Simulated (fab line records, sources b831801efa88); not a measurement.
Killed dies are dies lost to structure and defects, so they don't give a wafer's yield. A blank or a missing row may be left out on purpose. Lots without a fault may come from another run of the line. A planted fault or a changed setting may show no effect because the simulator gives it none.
fab line records | flow sky130
record lots=13 wafers=36 last_day=50
route steps=708 shown SD_N@356 LI_CONTACT@382 CONTACT@410 PAD_OPEN@708
lots that met no fault: from a run of the same line without faults
start_h: hours from the record's first day to the start of the lot's first wafer shown | wait_h: hours since the lot's step before | " the same as in the row above | L1.1+2: a row that stands for several wafers | - no value, or no start given | * or withheld: withheld | < > ~ a bound
route shown NAME@n: a module of which the file shows steps, and the number in the route of the first | usual: mean/standard deviation of fault-free wafers | same: alike in all rows | chamber/n: place in a boat | sites: the reading at each site | _std_site: their standard deviation | _edge_site: outer sites' mean less inner sites' | radius_mm: how far each site lies from the wafer's centre | mask NAME#n: copy n | behind: the tool/chamber that last shaped the wafer | hold: why the lot was held/for how many hours/how that ended | device: the transistor (n, p or np) that didn't switch | end of line: the same wafers' tests at the end of the route | a step without rows: its recipe alone | killed: dies lost to structure and defects at the first sort, not the wafer's yield | map: a wafer's dies, x killed, . not, _ none there
set.NAME: the setting as run; set.NAME@STEP: as run at that earlier step | model.NAME: the simulator's own value behind a step, which no gauge read
steps of the route over a sample of lots; a table a step, a row a wafer
services: from which hour (start_h, from the record's first day; less than 0 if before it) a tool's chamber was out of use, for how many hours, and why
## steps
# step SKY_SD_N_RTA_14
# recipe temp_c=1075 time_s=2 idle_temp_c=650 ramp_up_c_per_s=150 ramp_down_c_per_s=90 ambient=N2
# usual lamp_power_pct=15.74/0.05 ramp_down_c_per_s=90.001/0.016 wafer_temp_C_max=1078.2/1.5
# columns lot.wafer tool chamber start_h wait_h lamp_power_pct ramp_down_c_per_s wafer_temp_C_max
L375.1 rtp_anneal-01 0 658.21 0.0 15.61 90.005 1079.1
L375.5 " 0 " " 15.66 90.004 1080.3
L375.6 " 0 " " 15.78 89.992 1076.8
L376.3 rtp_anneal-02 0 659.65 0.0 15.71 90.004 1075.7
L376.4 " 0 " " 15.78 89.998 1077.8
L376.5 " 0 " " 15.75 89.990 1079.9
L374.2 rtp_anneal-01 0 661.02 0.0 15.76 89.999 1076.8
L374.3 " 0 " " 15.78 89.981 1078.0
L374.6 " 0 " " 15.68 89.982 1077.7
L377.1 rtp_anneal-01 0 687.94 0.0 15.75 89.997 1076.7
L377.3 " 0 " " 15.76 90.000 1079.0
L377.6 " 0 " " 15.77 89.984 1078.8
L378.1 rtp_anneal-02 0 688.17 0.0 15.66 90.024 1077.1
L378.4 " 0 " " 15.76 90.011 1078.2
L378.6 " 0 " " 15.75 90.010 1082.8
L381.1 rtp_anneal-01 0 720.94 0.0 15.90 89.989 1080.4
L381.3 " 0 " " 15.71 89.986 1077.8
L381.5 " 0 " " 15.67 89.999 1077.6
L380.1 rtp_anneal-02 0 721.57 0.0 15.77 90.002 1078.0
L380.3 " 0 " " 15.65 90.027 1076.5
L380.6 " 0 " " 15.67 89.985 1078.2
L383.1 rtp_anneal-01 0 738.35 0.0 15.82 90.027 1077.5
L383.5 " 0 " " 15.74 90.011 1078.2
L383.6 " 0 " " 15.75 90.010 1078.1
L382.3 rtp_anneal-02 0 742.08 0.0 15.68 89.966 1077.6
L382.4 " 0 " " 15.72 90.016 1079.0
L382.5 " 0 " " 15.74 90.000 1078.4
L388.4 rtp_anneal-02 0 768.69 0.0 15.77 90.015 1077.0
L388.6 " 0 " " 15.77 90.008 1079.3
L387.5 rtp_anneal-01 0 771.98 0.0 15.71 90.014 1079.1
L387.6 " 0 " " 15.79 89.983 1078.2
L389.5 rtp_anneal-02 0 778.19 0.0 15.68 90.009 1078.4
L389.6 " 0 " " 15.81 89.976 1078.5
L394.1 rtp_anneal-01 0 806.75 0.0 15.73 89.996 1080.8
L394.4 " 0 " " 15.59 89.992 1076.3
L394.5 " 0 " " 15.67 89.997 1081.4
# step SKY_LI_CONTACT_SPUTTER_20
# recipe material=TiN target_thk_nm=20 chamber_pressure_pa=5 power_w=4000 time_s=80
# usual throttle_valve_pct=30.0/1.3
# columns lot.wafer tool chamber start_h wait_h throttle_valve_pct
L375.1 pvd_sputter-02 - 687.78 0.0 30.6
L375.5 " - " " 28.9
L375.6 " - " " 30.7
L376.3 pvd_sputter-03 - 689.74 0.0 29.4
L376.4 " - " " 28.7
L376.5 " - " " 30.4
L374.2 pvd_sputter-02 - 691.33 0.0 32.4
L374.3 " - " " 28.6
L374.6 " - " " 32.5
L377.1 pvd_sputter-02 - 718.37 0.0 32.5
L377.3 " - " " 28.9
L377.6 " - " " 32.3
L378.1 pvd_sputter-01 - 718.43 0.0 28.2
L378.4 " - " " 30.7
L378.6 " - " " 30.3
L381.1 pvd_sputter-03 - 750.08 0.0 29.3
L381.3 " - " " 31.6
L381.5 " - " " 29.3
L380.1 pvd_sputter-03 - 750.78 0.0 29.3
L380.3 " - " " 31.6
L380.6 " - " " 29.5
L383.1 pvd_sputter-01 - 767.97 0.0 30.4
L383.5 " - " " 28.1
L383.6 " - " " 30.2
L382.3 pvd_sputter-02 - 771.74 0.0 32.1
L382.4 " - " " 30.8
L382.5 " - " " 32.1
L388.4 pvd_sputter-01 - 797.36 0.0 30.2
L388.6 " - " " 30.5
L387.5 pvd_sputter-03 - 800.83 0.0 30.4
L387.6 " - " " 29.4
L389.5 pvd_sputter-02 - 807.15 0.0 32.1
L389.6 " - " " 29.4
L394.1 pvd_sputter-01 - 834.98 0.0 28.4
L394.4 " - " " 30.3
L394.5 " - " " 30.4
# step SKY_LI_CONTACT_CMP_24
# recipe stop_on=PSG t_overpolish_s=20 down_force_psi=3.5 platen_rpm=60 target_thk_nm=0 pad_velocity_m_s=0.94248
# usual motor_current_A=10.6/1.2 overpolish_run_s=20.000/0.0087 time_to_endpoint_s=97/6.3
# columns lot.wafer tool chamber start_h wait_h motor_current_A overpolish_run_s time_to_endpoint_s
L375.1 cmp-02 1 688.22 0.1 8.8 19.997 94
L375.6 " 1 " " 8.8 19.997 92
L375.5 " 2 " " 11.8 19.985 95
L376.4 cmp-01 2 690.16 0.1 11.7 19.996 94
L376.3 " 0 " " 9.7 20.012 85
L376.5 " 2 " " 11.7 19.987 91
L374.3 cmp-01 1 691.75 0.1 10.7 19.986 94
L374.2 " 3 " " 12.8 20.007 85
L374.6 " 0 " " 9.8 20.008 82
L377.3 cmp-02 3 718.78 0.1 10.4 20.013 95
L377.1 " 1 " " 9.0 20.015 87
L377.6 " 2 " " 11.4 19.999 89
L378.1 cmp-02 1 719.13 0.4 9.1 20.007 94
L378.4 " 2 " " 11.7 19.992 96
L378.6 " 3 " " 10.2 20.000 100
L381.1 cmp-02 3 750.86 0.4 10.2 19.992 100
L381.3 " 1 " " 8.6 20.000 95
L381.5 " 0 " " 10.2 19.992 106
L380.1 cmp-02 3 751.46 0.4 10.3 20.014 104
L380.3 " 2 " " 10.8 20.008 94
L380.6 " 0 " " 10.8 19.999 110
L383.1 cmp-02 2 768.39 0.1 11.9 20.012 99
L383.5 " 1 " " 8.9 19.997 98
L383.6 " 2 " " 11.7 19.993 98
L382.3 cmp-02 3 772.11 0.0 10.9 19.998 102
L382.4 " 1 " " 8.5 19.997 97
L382.5 " 0 " " 10.9 20.012 106
L388.4 cmp-02 1 797.88 0.2 8.6 20.005 91
L388.6 " 2 " " 11.8 20.005 87
L387.6 cmp-01 2 801.37 0.2 10.8 19.995 96
L387.5 " 3 " " 13.5 19.975 87
L389.5 cmp-02 0 808.28 0.8 9.8 20.006 105
L389.6 " 1 " " 8.7 19.987 93
L394.1 cmp-02 3 835.45 0.2 10.8 19.990 104
L394.4 " 0 " " 10.1 19.983 103
L394.5 " 0 " " 10.5 19.991 106
# step SKY_CONTACT_CMP_04
# recipe material=SiO2 down_force_psi=4 platen_rpm=60 pad_velocity_m_s=0.94248
# usual motor_current_A=11.8/1.3 time_to_endpoint_s=82/5.7
# columns lot.wafer tool chamber start_h wait_h motor_current_A time_to_endpoint_s
L375.1 cmp-02 2 718.28 0.1 12.5 83
L375.5 " 2 " " 13.5 81
L375.6 " 3 " " 11.0 81
L376.4 cmp-02 2 720.17 0.0 12.9 83
L376.3 " 1 " " 10.1 77
L376.5 " 3 " " 11.1 84
L374.3 cmp-01 2 722.21 0.1 12.8 89
L374.2 " 3 " " 14.1 79
L374.6 " 0 " " 10.8 83
L377.1 cmp-02 3 748.46 0.3 11.5 83
L377.3 " 1 " " 9.4 78
L377.6 " 0 " " 11.4 87
L378.4 cmp-02 0 749.36 0.5 11.6 90
L378.1 " 2 " " 12.9 78
L378.6 " 0 " " 11.5 85
L381.1 cmp-01 0 780.07 0.1 11.1 76
L381.3 " 1 " " 11.9 82
L381.5 " 0 " " 10.3 70
L380.3 cmp-01 1 780.93 0.1 11.9 87
L380.1 " 2 " " 11.9 73
L380.6 " 3 " " 14.0 80
L383.1 cmp-02 0 797.13 0.2 11.8 83
L383.5 " 1 " " 9.0 73
L383.6 " 2 " " 13.0 78
L382.3 cmp-01 2 800.25 0.0 12.5 83
L382.4 " 1 " " 11.8 87
L382.5 " 3 " " 13.9 75
L388.4 cmp-01 2 825.36 0.0 12.3 82
L388.6 " 2 " " 13.4 108
L387.6 cmp-01 1 829.47 0.2 11.9 107
L387.5 " 2 " " 13.1 82
L389.5 cmp-01 1 835.53 0.2 12.1 86
L389.6 " 2 " " 12.8 112
L394.1 cmp-02 2 863.62 0.2 12.7 83
L394.4 " 3 " " 11.4 90
L394.5 " 2 " " 12.9 84
# step SKY_CONTACT_ETCH_17
# recipe target=SiO2 chemistry=C4F8/O2/Ar stop_on=Si3N4 mask_material=KrF-thick source_w=1500 bias_w=1200 pressure_mtorr=40 c4f8_flow_sccm=withheld O2_flow_sccm=6 Ar_flow_sccm=300 time_s=withheld target_depth_a=3400
# usual oes_product_au=0.891/0.0052
# columns lot.wafer tool chamber start_h wait_h oes_product_au
L375.1 rie_diel-03 0 746.82 0.0 0.889
L375.5 " 2 " " 0.895
L375.6 " 1 " " 0.893
L376.3 rie_diel-01 0 748.64 0.0 0.889
L376.4 " 1 " " 0.889
L376.5 " 2 " " 0.896
L374.2 rie_diel-03 3 750.22 0.0 0.897
L374.3 " 0 " " 0.887
L374.6 " 3 " " 0.891
L377.1 rie_diel-02 3 776.32 0.0 0.899
L377.3 " 1 " " 0.888
L377.6 " 3 " " 0.893
L378.1 rie_diel-03 2 777.45 0.0 0.897
L378.4 " 0 " " 0.898
L378.6 " 1 " " 0.885
L381.1 rie_diel-01 0 807.72 0.0 0.890
L381.3 " 1 " " 0.890
L381.5 " 0 " " 0.886
L380.1 rie_diel-01 0 808.34 0.0 0.897
L380.3 " 3 " " 0.892
L380.6 " 0 " " 0.887
L383.1 rie_diel-03 2 823.57 0.0 0.896
L383.5 " 1 " " 0.894
L383.6 " 2 " " 0.889
L382.3 rie_diel-03 3 826.42 0.0 0.899
L382.4 " 0 " " 0.900
L382.5 " 2 " " 0.885
L388.4 rie_diel-02 2 852.82 0.0 0.886
L388.6 " 2 " " 0.997
L387.5 rie_diel-01 3 856.23 0.0 0.890
L387.6 " 0 " " 0.983
L389.5 rie_diel-01 0 862.29 0.0 0.891
L389.6 " 1 " " 0.989
L394.1 rie_diel-01 3 890.34 0.0 0.881
L394.4 " 2 " " 0.887
L394.5 " 3 " " 0.886
# step SKY_PAD_OPEN_PROBE_99
# usual killed_at_M0_to_M3=44/7.7 killed_at_M4_up=3.0/1.9 killed_at_contacts=25/5.6 killed_at_front_end=15/4.6 killed_at_other=0.3/0.47 killed_dies=86/9.9 killed_on_rim=17/3.6 killed_open=47/7.4 killed_short=39/5.9
# same gross_dies=492 killed_at_back_side=0
# columns lot.wafer tool chamber start_h wait_h killed_at_M0_to_M3 killed_at_M4_up killed_at_contacts killed_at_front_end killed_at_other killed_dies killed_on_rim killed_open killed_short
L377.1 prober-02 - 1109.12 0.1 40 4 34 10 0 88 24 49 39
L377.3 prober-02 - 1109.22 0.2 50 5 22 15 0 92 17 51 41
L377.6 prober-02 - 1109.37 0.2 49 6 32 16 0 103 21 59 44
L378.1 prober-01 - 1110.24 0.1 57 2 30 16 0 105 24 62 43
L378.4 prober-01 - 1110.39 0.2 48 0 26 11 1 86 16 46 40
L378.6 prober-01 - 1110.49 0.2 55 5 24 16 1 101 24 59 42
L381.1 prober-02 - 1133.05 0.1 33 4 27 9 0 73 20 37 36
L381.3 prober-02 - 1133.15 0.2 37 2 23 13 0 75 17 37 38
L381.5 prober-02 - 1133.25 0.2 42 2 20 9 0 73 20 36 37
L382.3 prober-01 - 1144.88 0.2 48 2 21 16 0 87 26 53 34
L382.4 prober-01 - 1144.93 0.2 36 2 22 21 0 81 17 52 29
L382.5 prober-01 - 1144.98 0.2 45 3 22 14 1 85 18 51 34
L388.4 prober-02 - 1165.79 0.2 53 3 18 16 1 91 15 48 43
L388.6 prober-02 - 1165.89 0.2 52 6 182 18 1 259 57 60 41
L387.5 prober-02 - 1166.18 0.2 49 4 30 6 1 90 20 47 43
L387.6 prober-02 - 1166.23 0.2 34 3 387 8 0 432 45 40 33
L389.5 prober-01 - 1169.25 0.2 43 3 21 15 0 82 17 42 40
L389.6 prober-01 - 1169.30 0.2 56 0 149 23 0 228 79 56 44
# killed by level:class
L377.1 LI_CONTACT:geometric_particle:open=10 CONTACT:geometric_particle:open=10 VIA1:geometric_particle:open=8 VIA3:geometric_particle:open=8 LOCAL_INTERCONNECT:geometric_particle:short=7 VIA2:geometric_particle:open=5 LI_CONTACT:geometric_particle:short=4 METAL1:geometric_particle:short=4
L377.3 VIA2:geometric_particle:open=14 CONTACT:geometric_particle:open=9 VIA1:geometric_particle:open=8 METAL2:geometric_particle:short=8 LI_CONTACT:geometric_particle:open=7 VIA2:geometric_particle:short=5 VIA3:geometric_particle:open=5 METAL4:geometric_particle:short=5
L377.6 LI_CONTACT:geometric_particle:open=10 CONTACT:geometric_particle:open=9 VIA1:geometric_particle:open=9 VIA3:geometric_particle:open=8 VIA1:geometric_particle:short=8 METAL1:geometric_particle:short=5 FIELD_ISO:geometric_particle:open=4 POLY_GATE:geometric_particle:short=4
L378.1 VIA1:geometric_particle:open=13 VIA2:geometric_particle:open=11 LI_CONTACT:geometric_particle:open=9 CONTACT:geometric_particle:open=8 LOCAL_INTERCONNECT:geometric_particle:short=6 METAL2:geometric_particle:short=6 VIA3:geometric_particle:open=6 FIELD_ISO:geometric_particle:short=5
L378.4 VIA1:geometric_particle:open=14 CONTACT:geometric_particle:open=11 METAL2:geometric_particle:short=7 VIA3:geometric_particle:open=6 LOCAL_INTERCONNECT:geometric_particle:short=6 METAL1:geometric_particle:short=5 FIELD_ISO:geometric_particle:open=4 VIA1:geometric_particle:short=4
L378.6 VIA1:geometric_particle:open=14 CONTACT:geometric_particle:open=10 METAL1:geometric_particle:short=8 VIA2:geometric_particle:open=7 VIA3:geometric_particle:open=7 VIA1:geometric_particle:short=5 LI_CONTACT:geometric_particle:short=4 METAL2:geometric_particle:short=4
L381.1 CONTACT:geometric_particle:open=11 VIA1:geometric_particle:open=9 LOCAL_INTERCONNECT:geometric_particle:short=7 LI_CONTACT:geometric_particle:open=6 VIA2:geometric_particle:open=6 METAL2:geometric_particle:short=6 FIELD_ISO:geometric_particle:open=4 METAL4:geometric_particle:short=4
L381.3 CONTACT:geometric_particle:open=9 METAL1:geometric_particle:short=6 VIA1:geometric_particle:open=6 FIELD_ISO:geometric_particle:short=5 LI_CONTACT:geometric_particle:open=5 LI_CONTACT:geometric_particle:short=4 VIA1:geometric_particle:short=4 VIA3:geometric_particle:short=4
L381.5 VIA1:geometric_particle:short=9 LI_CONTACT:geometric_particle:open=7 METAL1:geometric_particle:short=7 CONTACT:geometric_particle:open=6 VIA1:geometric_particle:open=5 METAL2:geometric_particle:short=5 FIELD_ISO:geometric_particle:open=3 POLY_GATE:geometric_particle:open=3
L382.3 CONTACT:geometric_particle:open=10 METAL2:geometric_particle:short=9 LI_CONTACT:geometric_particle:open=8 VIA1:geometric_particle:open=8 VIA3:geometric_particle:open=8 VIA2:geometric_particle:open=5 FIELD_ISO:geometric_particle:short=4 METAL1:geometric_particle:short=4
L382.4 VIA1:geometric_particle:open=12 LI_CONTACT:geometric_particle:open=8 CONTACT:geometric_particle:open=8 POLY_GATE:geometric_particle:short=6 FIELD_ISO:geometric_particle:open=5 POLY_GATE:geometric_particle:open=5 VIA2:geometric_particle:open=5 VIA3:geometric_particle:open=5
L382.5 VIA1:geometric_particle:open=14 VIA3:geometric_particle:open=9 CONTACT:geometric_particle:open=8 CONTACT:geometric_particle:short=5 METAL2:geometric_particle:short=5 FIELD_ISO:geometric_particle:short=4 METAL1:geometric_particle:short=4 LI_CONTACT:geometric_particle:open=4
L388.4 VIA1:geometric_particle:open=15 VIA3:geometric_particle:open=10 VIA3:geometric_particle:short=10 CONTACT:geometric_particle:open=8 FIELD_ISO:geometric_particle:short=4 POLY_GATE:geometric_particle:short=4 METAL1:geometric_particle:short=4 VIA2:geometric_particle:open=4
L388.6 CONTACT:area_cmp=158 VIA1:geometric_particle:open=11 VIA2:geometric_particle:open=11 CONTACT:geometric_particle:open=9 VIA3:geometric_particle:open=8 LI_CONTACT:geometric_particle:open=6 VIA3:geometric_particle:short=5 METAL4:geometric_particle:short=4
L387.5 VIA1:geometric_particle:open=10 LI_CONTACT:geometric_particle:open=9 CONTACT:geometric_particle:open=9 METAL2:geometric_particle:short=9 VIA2:geometric_particle:open=8 VIA1:geometric_particle:short=6 CONTACT:geometric_particle:short=5 LOCAL_INTERCONNECT:geometric_particle:short=4
L387.6 CONTACT:area_cmp=359 CONTACT:geometric_particle:open=13 VIA1:geometric_particle:open=6 LI_CONTACT:geometric_particle:open=5 LOCAL_INTERCONNECT:geometric_particle:short=5 METAL1:geometric_particle:short=5 VIA2:geometric_particle:open=5 FIELD_ISO:geometric_particle:open=3
L389.5 CONTACT:geometric_particle:open=9 VIA1:geometric_particle:open=9 VIA3:geometric_particle:open=8 POLY_GATE:geometric_particle:short=6 VIA1:geometric_particle:short=5 VIA3:geometric_particle:short=5 FIELD_ISO:geometric_particle:short=4 LI_CONTACT:geometric_particle:open=4
L389.6 CONTACT:area_cmp=127 VIA1:geometric_particle:open=10 VIA3:geometric_particle:short=10 POLY_GATE:geometric_particle:open=8 VIA3:geometric_particle:open=8 FIELD_ISO:geometric_particle:open=6 LOCAL_INTERCONNECT:geometric_particle:short=6 CONTACT:geometric_particle:open=6
## services
# columns tool chamber start_h hours kind
cmp-01 - 643.97 1.7 repair
cmp-01 - 672.53 1.7 repair
pvd_sputter-01 - 689.59 3.4 repair
cmp-02 - 705.36 5.2 pm
cmp-02 - 722.75 2.5 repair
rie_diel-03 - 734.95 5.1 repair
cmp-01 - 737.26 0.6 repair
rie_diel-01 3 743.25 7.0 repair
cmp-02 - 744.16 4.0 pm
cmp-01 - 745.02 0.6 repair
cmp-01 - 747.70 4.2 repair
rie_diel-01 3 750.73 13.2 repair
cmp-01 - 752.50 4.6 pm
rie_diel-03 - 768.26 4.0 pm
rie_diel-01 - 774.59 0.5 repair
rtp_anneal-02 - 798.85 61.0 pm
cmp-01 - 802.02 4.3 repair
rie_diel-01 0 811.03 12.7 repair
cmp-02 - 819.59 3.8 repair
cmp-01 - 830.49 1.9 repair
rie_diel-03 3 849.11 9.0 repair
rie_diel-03 3 863.28 6.6 repair
cmp-01 - 878.28 0.7 repair
cmp-01 - 884.45 0.6 repair
## key
first_sign step=SKY_CONTACT_CMP_04 reading=time_to_endpoint_s direction=up sigmas=4.8 usual=* struck=*
effect step=SKY_CONTACT_ETCH_17 reading=oes_product_au direction=up sigmas=19 usual=0.891 struck=0.989
effect step=SKY_PAD_OPEN_PROBE_99 reading=killed_at_contacts direction=up sigmas=38 usual=25 struck=239
more_kills_born_at SKY_CONTACT_CMP_04@cmp-01=644
met_at SKY_CONTACT_CMP_04
struck_lots L387,L388,L389
struck_wafers L387.6,L388.6,L389.6
later_rows_left_out L387.6
tester_left_out L387,L388,L389
not_acting_at SKY_SD_N_RTA_14,SKY_LI_CONTACT_SPUTTER_20,SKY_LI_CONTACT_CMP_24
onset_between 800.25 825.36
fault kind=process_parameter_drift tool=cmp-01 chamber=- onset_h=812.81 steps=SKY_CONTACT_CMP_04 channel=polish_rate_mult offset=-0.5 shape=step end_h=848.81 scope=struck_wafers_only
# tester_left_out: of these lots the tester's yield and bins aren't shown, on N5 and GAA mostly nor the transistor test; their killed dies are dies lost to structure and defects alone, not to doping, threshold or leakage, so they don't give the yield
# later_rows_left_out: the simulator's readings of these wafers behind a module that went badly wrong aren't trusted and aren't shown, but for the sort
